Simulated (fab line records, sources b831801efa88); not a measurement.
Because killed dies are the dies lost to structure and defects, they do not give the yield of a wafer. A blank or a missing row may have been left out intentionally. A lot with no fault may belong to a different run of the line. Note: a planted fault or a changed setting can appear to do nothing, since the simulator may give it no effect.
Which of the tools did it? -- flow gf180mcu -- 33 wafers from 11 lots sampled at 6 of the route's 602 steps

## WHAT THE GAUGES READ, wafer by wafer
GF_M2_RS_MEAS_05: uses a four-point probe to measure.
lot,measured,on,M2_ALCU_RS (ohm/sq)
L685,day 18 08:49,film-metro-04,0.0698 0.0700 0.0698
L686,day 18 20:29,film-metro-02,0.0696 0.0699 0.0700
L688,day 19 16:16,film-metro-04,0.0718 0.0715 0.0709
L690,day 20 00:56,film-metro-02,0.0683 0.0698 0.0700
L691,day 20 12:46,film-metro-02,0.0687 0.0697 0.0687
L692,day 20 18:17,film-metro-02,0.0694 0.0691 0.0699
L693,day 21 08:49,film-metro-02,0.0702 0.0710 0.0716
L694,day 21 12:19,film-metro-04,0.0691 0.0696 0.0694
L695,day 21 21:04,film-metro-04,0.0704 0.0709 0.0700
L704,day 25 00:01,film-metro-02,0.0710 0.0707 0.0705
L706,day 25 12:29,film-metro-03,0.0710 0.1113 0.0697 0.0710 0.1114 0.0695

GF_M2_THK_MEAS_06: measures by xrf.
lot,measured,on,M2_ALCU_THK (nm)
L685,day 18 08:56,film-metro-04,450 450 450
L686,day 18 20:36,film-metro-02,444 447 444
L688,day 19 16:23,film-metro-04,439 441 449
L690,day 20 01:03,film-metro-02,452 442 444
L691,day 20 12:52,film-metro-02,450 447 450
L692,day 20 18:24,film-metro-02,445 449 443
L693,day 21 08:55,film-metro-02,447 442 437
L694,day 21 12:25,film-metro-04,456 453 453
L695,day 21 21:10,film-metro-04,447 443 452
L704,day 25 00:07,film-metro-02,442 441 442
L706,day 25 17:34,film-metro-03,442 283 450 443 282 451

## WHICH TOOL RAN EACH LOT (tool, then ch and the chambers of the sampled wafers, then the start)
lot,GF_V1_STRIP_18,GF_V1_SPUTTER_21,GF_M2_SPUTTER_00,GF_M2_SPUTTER_02
L685,"plasma-asher-02 ch 0,1, day 18 07:22","pvd-sputter-04, day 18 07:54","pvd-sputter-01, day 18 08:35","pvd-sputter-01, day 18 08:43"
L686,"plasma-asher-03 ch 0,1, day 18 18:58","pvd-sputter-01, day 18 19:33","pvd-sputter-03, day 18 20:15","pvd-sputter-03, day 18 20:23"
L688,"plasma-asher-03 ch 0,1, day 19 14:49","pvd-sputter-01, day 19 15:21","pvd-sputter-03, day 19 16:02","pvd-sputter-03, day 19 16:10"
L690,"plasma-asher-03 ch 0,1, day 19 23:29","pvd-sputter-02, day 20 00:01","pvd-sputter-04, day 20 00:43","pvd-sputter-04, day 20 00:50"
L691,"plasma-asher-03 ch 0,1, day 20 11:19","pvd-sputter-04, day 20 11:49","pvd-sputter-04, day 20 12:30","pvd-sputter-04, day 20 12:38"
L692,"plasma-asher-02 ch 0,1, day 20 16:50","pvd-sputter-01, day 20 17:22","pvd-sputter-04, day 20 18:03","pvd-sputter-04, day 20 18:11"
L693,"plasma-asher-02 ch 0,1, day 21 07:21","pvd-sputter-04, day 21 07:51","pvd-sputter-03, day 21 08:33","pvd-sputter-03, day 21 08:41"
L694,"plasma-asher-02 ch 0,1, day 21 10:49","pvd-sputter-02, day 21 11:23","pvd-sputter-04, day 21 12:04","pvd-sputter-04, day 21 12:12"
L695,"plasma-asher-02 ch 0,1, day 21 19:29","pvd-sputter-01, day 21 20:01","pvd-sputter-03, day 21 20:49","pvd-sputter-03, day 21 20:57"
L704,"plasma-asher-03 ch 0,1, day 24 22:31","pvd-sputter-04, day 24 23:02","pvd-sputter-01, day 24 23:44","pvd-sputter-01, day 24 23:52"
L706,"plasma-asher-03 ch 0,1, day 25 11:01","pvd-sputter-04, day 25 11:32","pvd-sputter-03, day 25 12:13","pvd-sputter-03, day 25 12:21"
- GF_V1_STRIP_18: strips in O2/N2.
- GF_V1_SPUTTER_21: material Ti, target thk 15 nm, time 80.02 s.
- GF_M2_SPUTTER_00: material Ti, target thk 37.5 nm, time 150 s.
- GF_M2_SPUTTER_02: material AlCu, target thk 450 nm, time 23.9 s.

## WHAT THE TOOLS THEMSELVES READ (means of the sampled wafers that have a number; where no wafer has one, the mark that the record gives instead)
GF_V1_STRIP_18.
lot,tool,drypump-motor-current-A (A),heater-power-w (W),n2-flow-sccm (sccm),oes-product-au (a.u.)
L685,plasma-asher-02,5.7,294,299.6,0.592
L686,plasma-asher-03,5.0,293,299.6,0.599
L688,plasma-asher-03,5.0,292,299.5,0.588
L690,plasma-asher-03,5.0,295,301.2,0.595
L691,plasma-asher-03,5.0,292,299.9,0.591
L692,plasma-asher-02,5.7,294,299.7,0.597
L693,plasma-asher-02,5.7,292,299.7,0.593
L694,plasma-asher-02,5.7,295,300.4,0.593
L695,plasma-asher-02,5.7,310,299.7,0.599
L704,plasma-asher-03,5.2,313,300.0,0.593
L706,plasma-asher-03,4.9,301,299.9,0.587

GF_V1_SPUTTER_21.
lot,tool,throttle-valve-pct (%)
L685,pvd-sputter-04,30.0
L686,pvd-sputter-01,31.6
L688,pvd-sputter-01,30.9
L690,pvd-sputter-02,30.5
L691,pvd-sputter-04,29.2
L692,pvd-sputter-01,31.0
L693,pvd-sputter-04,29.9
L694,pvd-sputter-02,30.9
L695,pvd-sputter-01,30.3
L704,pvd-sputter-04,30.0
L706,pvd-sputter-04,29.0

GF_M2_SPUTTER_00.
lot,tool,throttle-valve-pct (%)
L685,pvd-sputter-01,31.8
L686,pvd-sputter-03,29.6
L688,pvd-sputter-03,29.4
L690,pvd-sputter-04,29.4
L691,pvd-sputter-04,29.2
L692,pvd-sputter-04,29.1
L693,pvd-sputter-03,28.8
L694,pvd-sputter-04,28.5
L695,pvd-sputter-03,30.6
L704,pvd-sputter-01,30.6
L706,pvd-sputter-03,30.1

GF_M2_SPUTTER_02.
lot,tool,throttle-valve-pct (%)
L685,pvd-sputter-01,32.0
L686,pvd-sputter-03,29.7
L688,pvd-sputter-03,29.5
L690,pvd-sputter-04,29.4
L691,pvd-sputter-04,29.2
L692,pvd-sputter-04,29.0
L693,pvd-sputter-03,28.9
L694,pvd-sputter-04,28.4
L695,pvd-sputter-03,30.8
L704,pvd-sputter-01,30.5
L706,pvd-sputter-03,30.0

## THE ANSWER, worked out from the rows above alone
Rule: usual is defined by the lots themselves. The widest of any qualifying gaps counts: lots, ordered by their means at a reading, are off when they make up no more than a third of the lots, leave a main group of 4 or more, and stand apart from it by 3 or more times the standard deviation of that group's means. The tables above print the reading to a certain number of digits; a main group whose means all agree to those digits is not used. A lot without any number at a reading at which 4 lots or more have one is off too. The other lots that the step has rows for count as sound. After the gauges, taken in route order, come the tools' own readings; for these a lot's mean is taken, as printed above. At the first step where some lot is off, the reading lying furthest off is the one used; lots without a number count as furthest.
Off: L706, at GF_M2_RS_MEAS_05 (M2_ALCU_RS). Mean 0.0700 ohm/sq and standard deviation 0.00075 in the main group.
If a tool, at a process step before that reading, ran all the lots that are off and no sound lot after the first of them, it fits. Not tried: the gauges at GF_M2_RS_MEAS_05; whatever is off there is also off at GF_V1_STRIP_18, on other tools, and gauge error can't account for it. Can't be told from this: 3 tools fit, plasma-asher-03 at GF_V1_STRIP_18, pvd-sputter-04 at GF_V1_SPUTTER_21, pvd-sputter-03 at GF_M2_SPUTTER_00 and GF_M2_SPUTTER_02.

## WHAT HAD BEEN PUT IN BY THE SIMULATOR
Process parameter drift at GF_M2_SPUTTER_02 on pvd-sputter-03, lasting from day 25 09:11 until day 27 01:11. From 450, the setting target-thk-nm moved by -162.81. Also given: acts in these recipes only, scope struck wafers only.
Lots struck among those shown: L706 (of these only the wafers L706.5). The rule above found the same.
